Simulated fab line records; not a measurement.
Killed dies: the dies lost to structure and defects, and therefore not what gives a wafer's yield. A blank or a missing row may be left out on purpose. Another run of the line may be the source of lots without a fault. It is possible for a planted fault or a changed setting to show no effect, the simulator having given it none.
Tool commonality check    flow gf180mcu    12 lots and 36 wafers in the sample

WHAT PROMPTED THE OPENING
At GF_CONTACT_CD_MEAS_14 the reading cd-nm is flagged on 2 of 12 lots. Fault-free wafers read 220.0 nm, with a standard deviation of 1.5.
Rule: a lot is flagged when every wafer of it that has a number lies more than 4 standard deviations from that mean, or none has a number. The rest of the lots are taken to be sound.

lot   measured      on         cd-nm (nm), wafer by wafer  flag
L191  day 15 23:13  cd-sem-01  218.6 219.0 219.1           
L192  day 16 09:01  cd-sem-01  218.7 220.6 218.4           
L194  day 16 23:02  cd-sem-01  220.5 218.9 219.5           
L196  day 17 20:29  cd-sem-02  220.7 221.6 221.1           
L197  day 18 08:04  cd-sem-02  220.6 220.6 219.9           
L198  day 19 02:14  cd-sem-01  221.8 222.3 222.7           
L206  day 21 14:17  cd-sem-01  200.4 199.7 200.9           FLAGGED
L208  day 22 05:39  cd-sem-01  200.7 200.3 201.9           FLAGGED
L209  day 22 12:16  cd-sem-01  221.2 221.7 223.1           
L211  day 23 09:53  cd-sem-01  221.1 222.0 221.9           
L213  day 23 20:28  cd-sem-02  218.9 219.3 219.2           
L214  day 24 02:49  cd-sem-01  220.1 221.0 221.0           
The numbers of the flagged lots are 200.7 nm on average: -19.3 nm against the usual, or -13 standard deviations.

TOOL THAT RAN EACH LOT
2 process steps preceding the reading are held in the record, out of 602 steps in the route. Every cell lists first the tool, next ch and the chambers used by the sampled wafers, and last the start.
lot   flag     GF_SAB_CVD_00                    GF_CONTACT_SOFTBAKE_10
L191           pecvd-04 ch 0,1,2, day 14 02:58  litho-track-03 ch 0, day 15 12:00
L192           pecvd-02 ch 0,1, day 14 12:17    litho-track-02 ch 0, day 15 22:00
L194           pecvd-02 ch 0,1,2, day 15 01:37  litho-track-03 ch 0, day 16 11:00
L196           pecvd-04 ch 0,1,2, day 15 21:25  litho-track-01 ch 0, day 17 08:00
L197           pecvd-04 ch 0,1, day 16 08:37    litho-track-01 ch 0, day 17 19:00
L198           pecvd-02 ch 0,1, day 17 01:52    litho-track-01 ch 0, day 18 14:00
L206  FLAGGED  pecvd-03 ch 0,1, day 19 12:07    litho-track-02 ch 0, day 21 02:00
L208  FLAGGED  pecvd-04 ch 1,2, day 20 04:49    litho-track-02 ch 0, day 21 17:00
L209           pecvd-04 ch 0,2, day 20 11:16    litho-track-01 ch 0, day 22 00:00
L211           pecvd-03 ch 0,2, day 21 09:04    litho-track-03 ch 0, day 22 21:00
L213           pecvd-03 ch 0,1, day 21 19:49    litho-track-01 ch 0, day 23 08:00
L214           pecvd-04 ch 0,1,2, day 22 03:31  litho-track-01 ch 0, day 23 15:00
These steps, and what they do:
- GF_SAB_CVD_00: deposits SiO2 from TEOS, target thk 50 nm, time 4.9302 s.
- GF_CONTACT_SOFTBAKE_10: time 60 s.
- GF_CONTACT_CD_MEAS_14: target cd 220 nm.

FLAGGED AGAINST TOTAL, ONE TOOL AT A TIME (gauges that did the reading follow at the end)
step                    tool            lots run  flagged  share of the flagged lots  sound lots run after its first flagged lot
GF_SAB_CVD_00           pecvd-02        3         0        none                       -
GF_SAB_CVD_00           pecvd-03        3         1        some                       2 (L211,L213)
GF_SAB_CVD_00           pecvd-04        6         1        some                       2 (L209,L214)
GF_CONTACT_SOFTBAKE_10  litho-track-01  6         0        none                       -
GF_CONTACT_SOFTBAKE_10  litho-track-02  3         2        all                        0
GF_CONTACT_SOFTBAKE_10  litho-track-03  3         0        none                       -
GF_CONTACT_CD_MEAS_14   cd-sem-01       9         2        all                        3 (L209,L211,L214)
GF_CONTACT_CD_MEAS_14   cd-sem-02       3         0        none                       -

WHAT THE TABLE PERMITS
Rows of the table that ran all the flagged lots, 2 in number: litho-track-02 at GF_CONTACT_SOFTBAKE_10; cd-sem-01 at GF_CONTACT_CD_MEAS_14.
- litho-track-02 at GF_CONTACT_SOFTBAKE_10 ran 3 lots, 2 of them flagged. A fault beginning between L192 (day 15 22:00), its last sound lot, and L206 (day 21 02:00), its first flagged one, fits the data. Its own readings lie more than 4 standard deviations out on every wafer of the flagged lots: heater-power-total-W, run-length-s.
- cd-sem-01 at GF_CONTACT_CD_MEAS_14 ran 9 lots, 2 of them flagged. Lots that were sound ran on it after the first flagged one (L209, L211, L214); a persistent fault on the entire tool would not allow that.
One tool is left: litho-track-02 at GF_CONTACT_SOFTBAKE_10.

WHAT THE SIMULATOR HAD INSERTED
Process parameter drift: litho-track-02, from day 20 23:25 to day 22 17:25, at GF_CONTACT_SOFTBAKE_10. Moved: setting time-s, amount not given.
Shown lots that were struck: L206, L208. This agrees with what the rule above found.
